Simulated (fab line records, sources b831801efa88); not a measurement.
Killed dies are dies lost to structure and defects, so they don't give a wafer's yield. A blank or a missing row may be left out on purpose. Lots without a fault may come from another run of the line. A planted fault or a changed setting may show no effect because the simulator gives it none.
Which tool did it? | flow sky130 | 12 lots, 36 wafers sampled, at 4 steps of a route of 708

WHAT THE GAUGES READ, wafer by wafer
SKY_PAD_OPEN_BOW_MEAS_13. Usual: PAD_OPEN_BOW 48 um, standard deviation 9.
lot  | measured     | on            | PAD_OPEN_BOW (um) | flag
L213 | day 45 04:33 | film_metro-01 | 35 49 44          |
L214 | day 45 08:07 | film_metro-02 | 44 32 31          |
L216 | day 46 15:12 | film_metro-01 | 36 38 51          |
L217 | day 47 20:02 | film_metro-01 | 33 45 53          |
L219 | day 48 02:18 | film_metro-04 | 44 44 51          |
L220 | day 48 12:50 | film_metro-01 | 47 51 47          |
L225 | day 49 06:51 | film_metro-01 | 43 51 58          |
L229 | day 49 21:32 | film_metro-01 | 41 50 43          |
L228 | day 50 01:10 | film_metro-02 | 58 63 48          |
L231 | day 50 07:04 | film_metro-01 | 60 48 51          |
L233 | day 50 12:09 | film_metro-02 | 56 44 46          |
L236 | day 51 01:53 | film_metro-02 | 44 51 54          |

WHICH TOOL RAN EACH LOT (tool, then ch and the chambers of the sampled wafers, then the start)
lot  | SKY_CAP2M_CLEAN_16              | SKY_PASSIVATION_STRIP_12             | SKY_PAD_OPEN_STRIP_08
L213 | wet_bench-03 ch 1, day 40 06:23 | plasma_asher-03 ch 0,1, day 44 06:06 | plasma_asher-01 ch 0,1, day 45 02:25
L214 | wet_bench-01 ch 1, day 40 10:10 | plasma_asher-03 ch 0,1, day 44 10:04 | plasma_asher-03 ch 0,1, day 45 05:33
L216 | wet_bench-04 ch 3, day 41 21:19 | plasma_asher-03 ch 0,1, day 45 15:49 | plasma_asher-01 ch 0,1, day 46 12:52
L217 | wet_bench-01 ch 3, day 43 02:07 | plasma_asher-01 ch 0, day 46 20:38   | plasma_asher-01 ch 0,1, day 47 17:05
L219 | wet_bench-04 ch 3, day 43 09:25 | plasma_asher-03 ch 0,1, day 47 03:23 | plasma_asher-02 ch 0,1, day 48 00:11
L220 | wet_bench-01 ch 1, day 43 17:35 | plasma_asher-04 ch 0, day 47 12:55   | plasma_asher-01 ch 0,1, day 48 10:39
L225 | wet_bench-04 ch 3, day 44 21:21 | plasma_asher-04 ch 0,1, day 48 09:58 | plasma_asher-02 ch 0,1, day 49 04:42
L229 | wet_bench-03 ch 3, day 45 15:03 | plasma_asher-04 ch 0,1, day 49 02:17 | plasma_asher-03 ch 0,1, day 49 19:24
L228 | wet_bench-04 ch 0, day 45 18:13 | plasma_asher-01 ch 0,1, day 49 05:36 | plasma_asher-02 ch 0,1, day 49 23:04
L231 | wet_bench-01 ch 3, day 46 00:55 | plasma_asher-04 ch 0,1, day 49 12:21 | plasma_asher-03 ch 0,1, day 50 04:56
L233 | wet_bench-03 ch 3, day 46 07:31 | plasma_asher-01 ch 0,1, day 49 17:31 | plasma_asher-01 ch 0,1, day 50 09:58
L236 | wet_bench-01 ch 3, day 46 23:04 | plasma_asher-03 ch 1, day 50 08:29   | plasma_asher-02 ch 0, day 50 23:45
- SKY_CAP2M_CLEAN_16: cleans in IPA, time 180 s.
- SKY_PASSIVATION_STRIP_12: strips in O2/N2.
- SKY_PAD_OPEN_STRIP_08: strips in O2/N2.

WHAT THE TOOLS THEMSELVES READ (means of the sampled wafers that have a number; where no wafer has one, the mark that the record gives instead)
SKY_PASSIVATION_STRIP_12. Usual: drypump_motor_current_A 5.67 A, standard deviation 0.3; oes_product_au 0.661 a.u., standard deviation 0.005; strip_time_to_endpoint_s 31.52 s, standard deviation 0.12.
lot  | tool            | drypump_motor_current_A (A) | oes_product_au (a.u.) | strip_time_to_endpoint_s (s) | flag
L213 | plasma_asher-03 | 5.95                        | 0.665                 | 31.53                        |
L214 | plasma_asher-03 | 6.06                        | 0.663                 | 31.55                        |
L216 | plasma_asher-03 | 6.06                        | 0.661                 | 31.48                        |
L217 | plasma_asher-01 | 5.27                        | 0.670                 | 31.41                        |
L219 | plasma_asher-03 | 5.94                        | 0.663                 | 31.40                        |
L220 | plasma_asher-04 | 5.81                        | 0.653                 | 31.51                        |
L225 | plasma_asher-04 | 5.78                        | 0.660                 | 31.45                        |
L229 | plasma_asher-04 | 5.80                        | 0.661                 | 31.48                        |
L228 | plasma_asher-01 | 5.31                        | 0.656                 | 31.57                        |
L231 | plasma_asher-04 | 5.77                        | 0.662                 | 31.60                        |
L233 | plasma_asher-01 | 5.34                        | 0.661                 | 31.55                        |
L236 | plasma_asher-03 | 6.18                        | 0.665                 | 31.83                        |

SKY_PAD_OPEN_STRIP_08. Usual: drypump_motor_current_A 5.5 A, standard deviation 0.51; oes_product_au 0.663 a.u., standard deviation 0.005; strip_time_to_endpoint_s 37.03 s, standard deviation 0.095.
lot  | tool            | drypump_motor_current_A (A) | oes_product_au (a.u.) | strip_time_to_endpoint_s (s) | flag
L213 | plasma_asher-01 | 5.3                         | 0.662                 | 36.92                        |
L214 | plasma_asher-03 | 6.1                         | 0.662                 | 37.05                        |
L216 | plasma_asher-01 | 5.4                         | 0.655                 | 37.02                        |
L217 | plasma_asher-01 | 5.4                         | 0.659                 | 37.04                        |
L219 | plasma_asher-02 | 5.6                         | 0.664                 | 37.10                        |
L220 | plasma_asher-01 | 5.4                         | 0.663                 | 37.01                        |
L225 | plasma_asher-02 | 5.2                         | 0.658                 | 37.08                        |
L229 | plasma_asher-03 | 6.1                         | 0.666                 | 37.01                        |
L228 | plasma_asher-02 | 5.2                         | 0.662                 | 37.03                        |
L231 | plasma_asher-03 | 6.1                         | 0.664                 | 37.13                        |
L233 | plasma_asher-01 | 5.4                         | 0.664                 | 37.02                        |
L236 | plasma_asher-02 | 6.1                         | 0.659                 | 36.97                        |

THE ANSWER, worked out from the rows above alone
Rule: a lot is off if the mean of its wafers that have a number lies more than 3 standard deviations from the usual mean. A lot without any number at a reading at which 4 lots or more have one is off too. The other lots that the step has rows for count as sound. The gauges are gone through in route order, then the tools' own readings, and for those a lot's mean is taken as printed above. The first step at which some lot is off is used, and at that step the reading that is off furthest; a lot without a number counts as furthest.
No lot is off at any reading shown: from this, nothing can be told.

WHAT THE SIMULATOR HAD PUT IN
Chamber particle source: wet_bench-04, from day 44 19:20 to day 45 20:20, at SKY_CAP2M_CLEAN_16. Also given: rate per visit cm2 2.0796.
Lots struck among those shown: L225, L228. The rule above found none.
